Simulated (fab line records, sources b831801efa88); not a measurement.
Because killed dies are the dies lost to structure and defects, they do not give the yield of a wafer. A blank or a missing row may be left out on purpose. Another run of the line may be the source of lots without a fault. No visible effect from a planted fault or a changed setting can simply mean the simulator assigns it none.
fab line records	flow sky130
[record] lots = 12	wafers = 36	last_day = 50
route steps=708 shown FIELD_ISO@9 SONOS_ONO@185 LDD_P@262 PAD_OPEN@708
lots untouched by any fault: they come from a run of this same line in which no faults occurred
start_h: hours from the record's first day to the start of the lot's first wafer shown	wait_h: time in hours since the lot's previous step	" repeats the value in the row above	L1.1+2: a row that stands for several wafers	- no value present, or no start provided	* or withheld: withheld	< > ~ a bound
route shown NAME@n: names a module that has steps shown in the file, with the first one's number in the route	usual: average and standard deviation across the fault-free wafers	same: alike in all rows	chamber/n: place in a boat	sites: the reading at each site	_std_site: the values' standard deviation	_edge_site: the outer-site mean with the inner-site mean subtracted	radius_mm: how far each site lies from the wafer's centre	mask NAME#n: copy n	behind: tool/chamber where the wafer was last shaped	hold: cause of the lot's hold/its duration in hours/its outcome	device: names the non-switching transistor (n, p or np)	end of line: the route-end tests of the same wafers	for a step that has no rows: nothing shown but its recipe	killed: at the first sort, the dies lost to defects and structure; wafer yield is something else	map: the dies of a wafer, with x for killed, . for not killed, _ for no die there
set.NAME: the setting that was run; set.NAME@STEP: the one run at that earlier step	model.NAME: the simulator's own value behind a step, which no gauge read
a sample of lots followed through the steps of the route, with each step as a table and each wafer as a row
services: when a tool's chamber went out of use (start_h, in hours from the record's first day, below 0 if earlier), for how many hours, and the reason
[[steps]]
[step SKY_FIELD_ISO_COAT_08]
[recipe] resist = KrF-thick	spin_rpm = 3000	resist_thk_nm = 450
[usual] spin_speed_rpm = 3000.1/2.5
lot.wafer	tool	chamber	start_h	wait_h	spin_speed_rpm
L313.2	litho_track-01	0	26	-	3000.5
L313.3	"	0	"	"	3000.2
L313.4	"	0	"	"	3001.0
L316.2	litho_track-01	0	42	-	3002.9
L316.3	"	0	"	"	3005.8
L316.4	"	0	"	"	3002.9
L317.1	litho_track-04	0	46	-	3002.4
L317.2	"	0	"	"	3001.6
L317.6	"	0	"	"	3000.8
L322.1	litho_track-01	0	71	-	2997.7
L322.2	"	0	"	"	2995.9
L322.5	"	0	"	"	3000.7
L324.1	litho_track-03	0	84	-	2992.8
L324.2	"	0	"	"	2999.5
L324.6	"	0	85	-	2999.0
L326.1	litho_track-03	0	91	-	3004.3
L326.5	"	0	"	"	3001.4
L326.6	"	0	92	-	3002.1
L327.2	litho_track-04	0	97	-	2998.9
L327.4	"	0	"	"	3000.1
L327.5	"	0	"	"	3000.5
L328.4	litho_track-04	0	102	-	3000.1
L328.5	"	0	"	"	3001.9
L328.6	"	0	"	"	3002.0
L329.1	litho_track-03	0	107	-	2999.3
L329.2	"	0	"	"	2999.3
L329.6	"	0	"	"	2998.5
L330.4	litho_track-01	0	112	-	2999.6
L330.5	"	0	"	"	3001.2
L330.6	"	0	"	"	3004.2
L332.1	litho_track-03	0	123	-	2999.6
L332.3	"	0	"	"	3001.9
L332.6	"	0	"	"	3002.8
L333.1	litho_track-03	0	130	-	3001.5
L333.5	"	0	131	-	2998.2
L333.6	"	0	"	"	3001.0
[step SKY_FIELD_ISO_CD_MEAS_13]
[recipe] target_cd_nm = 150
[usual] cd_nm = 150.2/1.6
lot.wafer	tool	chamber	start_h	wait_h	cd_nm
L313.2	cd_sem-02	-	34.80	-	148.6
L313.3	"	-	"	"	148.9
L313.4	"	-	"	"	147.8
L316.2	cd_sem-01	-	50.05	-	151.2
L316.3	"	-	"	"	152.3
L316.4	"	-	"	"	151.3
L317.1	cd_sem-01	-	54.73	-	149.0
L317.2	"	-	"	"	150.6
L317.6	"	-	"	"	150.8
L322.1	cd_sem-02	-	80.43	-	152.2
L322.2	"	-	"	"	150.2
L322.5	"	-	"	"	150.7
L324.1	cd_sem-02	-	93.88	-	151.5
L324.2	"	-	"	"	150.2
L324.6	"	-	"	"	150.4
L326.1	cd_sem-02	-	100.68	-	150.6
L326.5	"	-	"	"	150.7
L326.6	"	-	"	"	150.3
L327.2	cd_sem-01	-	106.46	-	148.5
L327.4	"	-	"	"	148.7
L327.5	"	-	"	"	148.2
L328.4	cd_sem-01	-	111.29	-	152.1
L328.5	"	-	"	"	151.7
L328.6	"	-	"	"	153.9
L329.1	cd_sem-01	-	116.59	-	150.9
L329.2	"	-	"	"	151.0
L329.6	"	-	"	"	152.3
L330.4	cd_sem-01	-	122.34	-	152.3
L330.5	"	-	"	"	152.2
L330.6	"	-	"	"	152.1
L332.1	cd_sem-02	-	132.53	-	145.3
L332.3	"	-	"	"	147.3
L332.6	"	-	"	"	149.6
L333.1	cd_sem-02	-	140.54	-	145.2
L333.5	"	-	"	"	147.6
L333.6	"	-	"	"	146.3
[step SKY_FIELD_ISO_STRIP_16]
[recipe] chemistry = O2/N2	power_w = 1400	pressure_mtorr = 1500	platen_temp_c = withheld	o2_flow_sccm = 3000	n2_flow_sccm = 300	overash_fraction = 0.5
[usual] drypump_motor_current_A = 5.9/0.47	oes_product_au = 0.378/0.0048	strip_time_to_endpoint_s = 3.55/0.03
lot.wafer	tool	chamber	start_h	wait_h	drypump_motor_current_A	oes_product_au	rf_hours_counter_h	strip_time_to_endpoint_s
L313.2	plasma_asher-02	0	35.00	0.0	5.0	0.371	36	3.51
L313.3	"	0	"	"	5.0	0.377	-	3.56
L313.4	"	1	"	"	6.2	0.373	-	3.52
L316.2	plasma_asher-01	0	50.25	0.0	5.4	0.382	38	3.53
L316.3	"	0	"	"	5.4	0.380	-	3.54
L316.4	"	1	"	"	5.9	0.378	-	3.55
L317.1	plasma_asher-01	1	54.95	0.0	5.9	0.382	38	3.62
L317.2	"	0	"	"	5.4	0.378	38	3.58
L317.6	"	1	"	"	5.9	0.379	-	3.61
L322.1	plasma_asher-03	1	80.65	0.0	5.9	0.374	26	3.50
L322.2	"	0	"	"	6.4	0.379	26	3.55
L322.5	"	0	"	"	6.5	0.377	-	3.51
L324.1	plasma_asher-03	0	94.10	0.0	6.5	0.383	27	3.52
L324.2	"	1	"	"	5.9	0.373	27	3.52
L324.6	"	1	"	"	6.0	0.368	-	3.54
L326.1	plasma_asher-03	0	100.90	0.0	6.5	0.380	28	3.48
L326.5	"	1	"	"	5.9	0.377	-	3.54
L326.6	"	0	"	"	6.5	0.373	-	3.47
L327.2	plasma_asher-03	0	106.66	0.0	6.5	0.383	28	3.56
L327.4	"	1	"	"	5.9	0.377	-	3.50
L327.5	"	0	"	"	6.5	0.379	-	3.57
L328.4	plasma_asher-03	1	111.48	0.1	5.9	0.380	-	3.55
L328.5	"	1	"	"	5.9	0.377	-	3.51
L328.6	"	0	"	"	6.5	0.374	-	3.55
L329.1	plasma_asher-03	0	116.81	0.0	6.5	0.376	30	3.53
L329.2	"	1	"	"	6.0	0.381	30	3.57
L329.6	"	0	"	"	6.5	0.373	-	3.56
L330.4	plasma_asher-02	1	122.53	0.1	6.2	0.377	-	3.54
L330.5	"	0	"	"	5.0	0.384	-	3.55
L330.6	"	1	"	"	6.2	0.388	-	3.60
L332.1	plasma_asher-03	0	132.75	0.0	6.5	0.370	32	3.41
L332.3	"	1	"	"	6.0	0.364	-	3.43
L332.6	"	0	"	"	6.5	0.373	-	3.42
L333.1	plasma_asher-01	0	140.76	0.0	5.4	0.374	44	3.40
L333.5	"	1	"	"	5.9	0.369	-	3.38
L333.6	"	0	"	"	5.4	0.381	-	3.43
[step SKY_SONOS_ONO_STRIP_17]
[recipe] chemistry = O2/N2	power_w = 1400	pressure_mtorr = 1500	platen_temp_c = withheld	o2_flow_sccm = 3000	n2_flow_sccm = 300	overash_fraction = 0.5
[usual] drypump_motor_current_A = 5.7/0.46	oes_product_au = 0.710/0.0045	strip_time_to_endpoint_s = 14.09/0.042
lot.wafer	tool	chamber	start_h	wait_h	drypump_motor_current_A	oes_product_au	rf_hours_counter_h	strip_time_to_endpoint_s
L313.2	plasma_asher-01	0	288.84	0.0	5.4	0.714	59	14.06
L313.3	"	0	"	"	5.4	0.708	-	14.08
L313.4	"	1	"	"	5.9	0.710	-	14.10
L316.2	plasma_asher-01	0	314.75	0.0	5.4	0.706	62	14.07
L316.3	"	0	"	"	5.4	0.702	-	14.02
L316.4	"	1	"	"	5.9	0.706	-	14.03
L317.1	plasma_asher-02	0	321.15	0.0	5.0	0.709	19	14.12
L317.2	"	1	"	"	6.2	0.717	19	14.13
L317.6	"	0	"	"	5.0	0.718	-	14.13
L322.1	plasma_asher-04	1	359.25	0.0	6.2	0.717	67	14.10
L322.2	"	0	"	"	6.3	0.700	67	14.07
L322.5	"	1	"	"	6.2	0.710	-	14.10
L324.1	plasma_asher-02	1	380.75	0.0	6.2	0.704	24	14.10
L324.2	"	0	"	"	5.0	0.711	24	14.07
L324.6	"	0	"	"	5.0	0.714	-	14.12
L326.1	plasma_asher-01	0	427.29	0.0	5.4	0.714	73	14.08
L326.5	"	1	"	"	6.0	0.701	-	14.04
L326.6	"	0	"	"	5.4	0.707	-	14.06
L327.2	plasma_asher-02	1	427.59	0.0	6.2	0.712	29	14.07
L327.4	"	0	"	"	5.0	0.716	-	14.04
L327.5	"	0	"	"	5.0	0.704	-	14.08
L328.4	plasma_asher-01	1	427.92	0.0	5.9	0.713	-	14.16
L328.5	"	0	"	"	5.4	0.707	-	14.16
L328.6	"	1	"	"	6.0	0.712	-	14.11
L330.4	plasma_asher-02	0	428.08	0.0	5.0	0.708	-	14.09
L330.5	"	0	"	"	5.0	0.716	-	14.11
L330.6	"	1	"	"	6.2	0.709	-	14.08
L329.1	plasma_asher-01	1	428.35	0.0	5.9	0.707	73	14.08
L329.2	"	0	"	"	5.4	0.713	73	14.12
L329.6	"	1	"	"	5.9	0.710	-	14.08
L332.1	plasma_asher-01	1	452.99	0.0	5.9	0.703	77	14.11
L332.3	"	0	"	"	5.4	0.707	-	14.11
L332.6	"	0	"	"	5.4	0.704	-	14.10
L333.1	plasma_asher-04	1	453.01	0.0	6.2	0.712	2	14.09
L333.5	"	0	"	"	6.2	0.710	-	14.11
L333.6	"	1	"	"	6.2	0.711	-	14.05
[step SKY_LDD_P_CD_MEAS_07]
[recipe] target_cd_nm = 380
[usual] cd_nm = 380/3.1
lot.wafer	tool	chamber	start_h	wait_h	cd_nm
L313.2	cd_sem-02	-	443.62	0.1	383
L313.3	"	-	"	"	382
L313.4	"	-	"	"	383
L316.2	cd_sem-02	-	472.21	0.1	384
L316.3	"	-	"	"	382
L316.4	"	-	"	"	385
L317.1	cd_sem-02	-	477.33	0.1	375
L317.2	"	-	"	"	378
L317.6	"	-	"	"	378
L322.1	cd_sem-01	-	523.63	0.1	379
L322.2	"	-	"	"	379
L322.5	"	-	"	"	377
L324.1	cd_sem-02	-	545.03	0.1	383
L324.2	"	-	"	"	382
L324.6	"	-	"	"	380
L326.1	cd_sem-01	-	588.54	0.1	380
L326.5	"	-	"	"	378
L326.6	"	-	"	"	377
L327.2	cd_sem-01	-	590.66	0.1	385
L327.4	"	-	"	"	386
L327.5	"	-	"	"	385
L328.4	cd_sem-02	-	590.66	0.1	374
L328.5	"	-	"	"	374
L328.6	"	-	"	"	372
L330.4	cd_sem-01	-	591.81	0.2	382
L330.5	"	-	"	"	383
L330.6	"	-	"	"	384
L329.1	cd_sem-02	-	592.73	0.1	384
L329.2	"	-	"	"	384
L329.6	"	-	"	"	385
L332.1	cd_sem-01	-	612.50	0.1	380
L332.3	"	-	"	"	380
L332.6	"	-	"	"	382
L333.1	cd_sem-01	-	643.85	0.1	378
L333.5	"	-	"	"	378
L333.6	"	-	"	"	380
[step SKY_PAD_OPEN_PROBE_99]
[usual] killed_at_M0_to_M3 = 43/6.8	killed_at_M4_up = 3.2/1.7	killed_at_contacts = 24/5.6	killed_at_front_end = 15/4.7	killed_at_other = 0.3/0.59	killed_dies = 86/10	killed_on_rim = 16/4	killed_open = 47/6.8	killed_short = 39/6.4
[same] gross_dies = 492	killed_at_back_side = 0
lot.wafer	tool	chamber	start_h	wait_h	killed_at_M0_to_M3	killed_at_M4_up	killed_at_contacts	killed_at_front_end	killed_at_other	killed_dies	killed_on_rim	killed_open	killed_short
L317.1	prober-01	-	1104.21	0.1	53	4	27	8	3	95	18	58	35
L317.2	prober-01	-	1104.26	0.1	39	3	30	13	1	86	20	49	36
L317.6	prober-01	-	1104.46	0.2	38	5	17	6	1	67	12	34	32
L322.1	prober-02	-	1135.69	0.1	49	2	28	12	0	91	13	50	41
L322.2	prober-02	-	1135.74	0.1	36	4	25	15	1	81	18	48	33
L322.5	prober-02	-	1135.89	0.2	40	0	31	18	0	89	18	46	42
L324.1	prober-02	-	1145.31	0.1	38	7	38	11	0	94	12	46	48
L324.2	prober-02	-	1145.36	0.1	37	5	23	10	0	75	12	48	27
L324.6	prober-02	-	1145.56	0.2	35	3	17	18	0	73	13	39	34
L326.1	prober-01	-	1173.53	0.1	41	0	36	17	2	96	14	50	46
L326.5	prober-01	-	1173.73	0.2	48	0	20	17	0	85	20	43	42
L326.6	prober-01	-	1173.78	0.2	43	5	25	12	0	85	13	44	41
L328.4	prober-01	-	1179.13	0.2	32	2	19	24	0	77	15	45	32
L328.5	prober-01	-	1179.18	0.2	35	7	32	29	0	103	12	61	42
L328.6	prober-01	-	1179.23	0.2	31	1	25	16	0	73	7	41	32
L330.4	prober-02	-	1180.71	0.2	37	1	25	16	0	79	17	42	37
L330.5	prober-02	-	1180.76	0.2	45	1	24	11	0	81	11	41	40
L330.6	prober-02	-	1180.81	0.2	31	1	21	10	0	63	11	29	34
// killed by level:class
L317.1 VIA1:geometric_particle:open=13 VIA2:geometric_particle:open=13 CONTACT:geometric_particle:open=8 LI_CONTACT:geometric_particle:open=7 VIA3:geometric_particle:open=6 VIA3:geometric_particle:short=6 METAL2:geometric_particle:short=5 LOCAL_INTERCONNECT:geometric_particle:short=5
L317.2 CONTACT:geometric_particle:open=14 VIA1:geometric_particle:open=9 METAL2:geometric_particle:short=6 LI_CONTACT:geometric_particle:open=5 METAL1:geometric_particle:short=5 VIA2:geometric_particle:open=5 VIA3:geometric_particle:open=5 LOCAL_INTERCONNECT:geometric_particle:short=4
L317.6 METAL2:geometric_particle:short=10 CONTACT:geometric_particle:open=8 VIA2:geometric_particle:open=6 VIA1:geometric_particle:open=6 LI_CONTACT:geometric_particle:open=5 VIA3:geometric_particle:short=4 METAL4:geometric_particle:short=4 POLY_GATE:geometric_particle:open=3
L322.1 CONTACT:geometric_particle:open=11 VIA1:geometric_particle:open=10 LI_CONTACT:geometric_particle:open=9 METAL1:geometric_particle:short=9 METAL2:geometric_particle:short=6 VIA2:geometric_particle:open=5 VIA3:geometric_particle:open=4 LI_CONTACT:geometric_particle:short=4
L322.2 VIA2:geometric_particle:open=7 POLY_GATE:geometric_particle:open=6 LI_CONTACT:geometric_particle:open=6 VIA1:geometric_particle:open=6 VIA3:geometric_particle:open=5 CONTACT:geometric_particle:open=5 METAL1:geometric_particle:short=4 LI_CONTACT:geometric_particle:short=4
L322.5 CONTACT:geometric_particle:open=12 LI_CONTACT:geometric_particle:open=11 VIA1:geometric_particle:short=9 METAL1:geometric_particle:short=6 VIA2:geometric_particle:open=6 VIA3:geometric_particle:open=6 POLY_GATE:geometric_particle:short=5 SPACER:geometric_particle:short=4
L324.1 VIA1:geometric_particle:open=12 CONTACT:geometric_particle:open=12 LOCAL_INTERCONNECT:geometric_particle:short=10 CONTACT:geometric_particle:short=7 VIA3:geometric_particle:open=6 METAL2:geometric_particle:short=5 METAL4:geometric_particle:short=5 FIELD_ISO:geometric_particle:open=4
L324.2 VIA3:geometric_particle:open=9 LI_CONTACT:geometric_particle:open=8 CONTACT:geometric_particle:open=7 VIA1:geometric_particle:open=7 VIA2:geometric_particle:open=5 LOCAL_INTERCONNECT:geometric_particle:short=4 METAL4:geometric_particle:short=4 VIA3:geometric_particle:short=3
L324.6 FIELD_ISO:geometric_particle:short=6 CONTACT:geometric_particle:open=6 VIA2:geometric_particle:open=6 FIELD_ISO:geometric_particle:open=5 VIA1:geometric_particle:open=5 VIA3:geometric_particle:open=5 VIA1:geometric_particle:short=4 LI_CONTACT:geometric_particle:short=3
L326.1 METAL2:geometric_particle:short=11 CONTACT:geometric_particle:open=11 LI_CONTACT:geometric_particle:open=9 CONTACT:geometric_particle:short=7 VIA1:geometric_particle:open=7 VIA1:geometric_particle:short=6 LOCAL_INTERCONNECT:geometric_particle:short=5 FIELD_ISO:geometric_particle:open=4
L326.5 VIA1:geometric_particle:open=12 METAL1:geometric_particle:short=7 METAL2:geometric_particle:short=7 FIELD_ISO:geometric_particle:open=5 CONTACT:geometric_particle:open=5 VIA1:geometric_particle:short=5 VIA3:geometric_particle:short=4 LOCAL_INTERCONNECT:geometric_particle:short=4
L326.6 VIA1:geometric_particle:open=9 VIA1:geometric_particle:short=8 CONTACT:geometric_particle:open=7 LI_CONTACT:geometric_particle:open=6 METAL1:geometric_particle:short=5 METAL2:geometric_particle:short=5 VIA2:geometric_particle:open=5 CONTACT:geometric_particle:short=4
L328.4 VIA1:geometric_particle:open=10 CONTACT:geometric_particle:open=9 FIELD_ISO:geometric_particle:open=8 POLY_GATE:geometric_particle:open=5 POLY_GATE:geometric_particle:short=5 LOCAL_INTERCONNECT:geometric_particle:short=5 METAL2:geometric_particle:short=4 VIA3:geometric_particle:short=4
L328.5 CONTACT:geometric_particle:open=14 POLY_GATE:geometric_particle:open=9 VIA1:geometric_particle:open=9 CONTACT:geometric_particle:short=9 FIELD_ISO:geometric_particle:open=8 METAL2:geometric_particle:short=7 LI_CONTACT:geometric_particle:open=6 METAL4:geometric_particle:short=6
L328.6 CONTACT:geometric_particle:open=14 VIA1:geometric_particle:open=7 POLY_GATE:geometric_particle:short=5 FIELD_ISO:geometric_particle:short=4 LI_CONTACT:geometric_particle:open=4 LOCAL_INTERCONNECT:geometric_particle:short=4 METAL1:geometric_particle:short=4 VIA3:geometric_particle:open=4
L330.4 CONTACT:geometric_particle:open=10 LOCAL_INTERCONNECT:geometric_particle:short=6 VIA1:geometric_particle:open=6 VIA2:geometric_particle:open=6 VIA3:geometric_particle:open=6 METAL2:geometric_particle:short=5 FIELD_ISO:geometric_particle:short=4 POLY_GATE:geometric_particle:open=4
L330.5 METAL2:geometric_particle:short=10 VIA3:geometric_particle:open=9 CONTACT:geometric_particle:open=8 LI_CONTACT:geometric_particle:open=7 LOCAL_INTERCONNECT:geometric_particle:short=6 VIA1:geometric_particle:open=5 VIA1:geometric_particle:short=5 METAL1:geometric_particle:short=4
L330.6 METAL2:geometric_particle:short=11 LOCAL_INTERCONNECT:geometric_particle:short=7 CONTACT:geometric_particle:open=7 LI_CONTACT:geometric_particle:open=6 METAL1:geometric_particle:short=6 VIA3:geometric_particle:open=6 POLY_GATE:geometric_particle:open=3 VIA1:geometric_particle:short=3
[[services]]
tool	chamber	start_h	hours	kind
plasma_asher-02	-	19.16	2.8	pm
plasma_asher-01	-	20.31	3.9	repair
plasma_asher-02	-	66.84	0.5	repair
plasma_asher-01	-	89.21	33.5	repair
plasma_asher-02	-	108.75	9.0	pm
plasma_asher-02	0	108.75	9.0	vent_cycle
plasma_asher-02	1	108.75	9.0	vent_cycle
plasma_asher-02	0	117.75	-	clean
plasma_asher-02	1	117.75	-	clean
plasma_asher-01	-	153.73	2.8	pm
plasma_asher-02	-	174.68	13.5	repair
plasma_asher-03	-	207.40	0.8	repair
plasma_asher-03	-	242.10	1.5	repair
plasma_asher-04	-	263.98	2.8	pm
plasma_asher-03	-	268.45	12.8	repair
plasma_asher-04	-	269.14	4.6	repair
plasma_asher-02	-	298.69	0.9	repair
plasma_asher-02	-	336.38	7.5	repair
plasma_asher-04	-	421.32	9.0	pm
plasma_asher-04	0	421.32	9.0	vent_cycle
plasma_asher-02	-	429.75	9.1	repair
plasma_asher-03	-	432.01	1.0	repair
plasma_asher-02	-	438.90	14.6	pm
plasma_asher-04	-	441.73	4.0	pm
[[key]]
[first_sign] step = SKY_FIELD_ISO_STRIP_16	reading = strip_time_to_endpoint_s	direction = down	sigmas = 4.7	usual = *	struck = *
effect none on later readings
met_at SKY_FIELD_ISO_COAT_08
struck_lots L332,L333
tester_left_out L332,L333
not_acting_at SKY_FIELD_ISO_CD_MEAS_13,SKY_SONOS_ONO_STRIP_17,SKY_LDD_P_CD_MEAS_07
onset_between 107 123
also_fits time
[fault] kind = process_parameter_drift	tool = litho_track-03	chamber = -	onset_h = 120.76	steps = SKY_FIELD_ISO_COAT_08	channel = resist_thk_nm	offset = -12.789	shape = step	end_h = 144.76	acts_in = these_recipes_only	stated = 450
// tester_left_out: of these lots the tester's yield and bins aren't shown, on N5 and GAA mostly nor the transistor test; their killed dies are dies lost to structure and defects alone, not to doping, threshold or leakage, so they don't give the yield
